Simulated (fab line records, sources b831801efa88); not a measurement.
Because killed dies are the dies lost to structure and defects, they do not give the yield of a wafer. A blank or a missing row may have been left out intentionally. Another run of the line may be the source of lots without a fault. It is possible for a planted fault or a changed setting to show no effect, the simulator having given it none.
The tool behind it: which one?    flow sky130    6 lots with 18 wafers sampled at 2 steps, on a route of 708 steps

## WHAT EACH GAUGE READ, for each wafer
SKY_PWDE_TW_MEAS_10.
lot   measured     on             PWDE_TW
L532  day 4 07:34  film metro-01  381.1 382.5 379.5
L534  day 4 18:10  film metro-04  374.3 374.3 375.0
L538  day 5 16:34  film metro-04  421.6 420.7 420.2
L544  day 7 06:04  film metro-04  375.8 373.9 374.5
L547  day 7 18:56  film metro-02  379.3 378.3 380.9
L553  day 9 08:49  film metro-04  378.0 376.3 375.8

## EACH LOT AND THE TOOL THAT RAN IT (in order: tool; ch and the chambers of the sampled wafers; start)
lot   SKY_PWDE_IMPLANT_08
L532  implanter-03 ch 0, day 4 07:19
L534  implanter-01 ch 0, day 4 17:55
L538  implanter-03 ch 0, day 5 16:19
L544  implanter-02 ch 0, day 7 05:49
L547  implanter-02 ch 0, day 7 18:41
L553  implanter-01 ch 0, day 9 08:35
- SKY_PWDE_IMPLANT_08

## THE ANSWER, worked out from the rows above alone
Rule: what is usual is taken from the lots themselves. The widest of any qualifying gaps counts: lots, ordered by their means at a reading, are off when they make up no more than a third of the lots, leave a main group of 4 or more, and stand apart from it by 3 or more times the standard deviation of that group's means. If all means in a main group match to the digits the tables above print for the reading, that group is not used. Also off: a lot with no number at a reading for which 4 or more lots have one. Any other lot the step has rows for is counted as sound.
Off: L538, seen at SKY_PWDE_TW_MEAS_10 (PWDE_TW). Main group: mean 377.3, sd 2.6.
If a tool, at a process step before that reading, ran all the lots that are off and no sound lot after the first of them, it fits. The gauges at SKY_PWDE_TW_MEAS_10 are tried like those tools. One fits: SKY_PWDE_IMPLANT_08 on implanter-03. A fault onset in the window from L532 (day 4 07:19, its last sound lot) to L538 (day 5 16:19, its first lot off) fits.

## WHAT HAD BEEN PUT IN BY THE SIMULATOR
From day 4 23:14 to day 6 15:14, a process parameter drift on implanter-03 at SKY_PWDE_IMPLANT_08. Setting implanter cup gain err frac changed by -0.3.
Struck lots among those shown: L538. The rule above reached the same finding.
